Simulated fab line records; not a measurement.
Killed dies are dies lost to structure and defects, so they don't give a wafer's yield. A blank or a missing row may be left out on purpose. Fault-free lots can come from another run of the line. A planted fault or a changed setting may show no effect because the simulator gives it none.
What tool caused it? -- flow sky130 -- 21 wafers from 7 lots sampled at 2 of the route's 708 steps

WHAT THE GAUGES SHOWED, per wafer
SKY_VT_ADJUST_HVTP_CD_MEAS_07 targets a cd of 380 nm.
lot,measured,on,cdNm (nm)
L343,day 6 04:57,cdSem-01,382.9 380.7 381.6
L346,day 7 00:59,cdSem-02,381.2 381.9 380.4
L349,day 7 16:49,cdSem-02,382.4 380.7 382.2
L352,day 9 07:07,cdSem-02,380.8 379.2 379.2
L355,day 9 15:19,cdSem-01,378.0 380.8 379.5
L362,day 11 11:23,cdSem-01,369.8 372.1 370.2 369.8 371.8 370.6
L365,day 12 00:52,cdSem-02,381.8 384.0 382.3

WHAT TOOL EACH LOT RAN ON (gives the tool, then ch and the chambers of the sampled wafers, and finally the start)
lot,SKY_VT_ADJUST_HVTP_DEVELOP_06
L343,"lithoTrack-01 ch 0, day 6 04:49"
L346,"lithoTrack-01 ch 0, day 7 00:50"
L349,"lithoTrack-01 ch 0, day 7 16:41"
L352,"lithoTrack-02 ch 0, day 9 06:58"
L355,"lithoTrack-01 ch 0, day 9 15:11"
L362,"lithoTrack-03 ch 0, day 11 11:14"
L365,"lithoTrack-02 ch 0, day 12 00:43"
- SKY_VT_ADJUST_HVTP_DEVELOP_06: develop time 60 s.

THE ANSWER, worked out from the rows above alone
Rule: usual is defined by the lots themselves. Put in order of their means at a reading, lots are off if they are a third of the lots or fewer, leave a main group of 4 or more, and stand apart from it by a gap of 3 or more times the standard deviation of the main group's means; of several such gaps the widest counts. A main group is skipped when, at the precision printed for the reading in the tables above, its means are all equal. A lot without any number at a reading at which 4 lots or more have one is off too. Where the step has rows for the other lots, those lots are counted as sound.
Off at SKY_VT_ADJUST_HVTP_CD_MEAS_07 (cdNm): L362. The main group: mean 381.1 nm, standard deviation 1.2.
A tool fits if, at a process step before that reading, it ran every lot that is off, and no sound lot after the first of them. Gauges at SKY_VT_ADJUST_HVTP_CD_MEAS_07: tried the same way as those tools. This does not decide it: 2 tools fit, namely lithoTrack-03 at SKY_VT_ADJUST_HVTP_DEVELOP_06 and cdSem-01 at SKY_VT_ADJUST_HVTP_CD_MEAS_07.

WHAT THE SIMULATOR PUT IN
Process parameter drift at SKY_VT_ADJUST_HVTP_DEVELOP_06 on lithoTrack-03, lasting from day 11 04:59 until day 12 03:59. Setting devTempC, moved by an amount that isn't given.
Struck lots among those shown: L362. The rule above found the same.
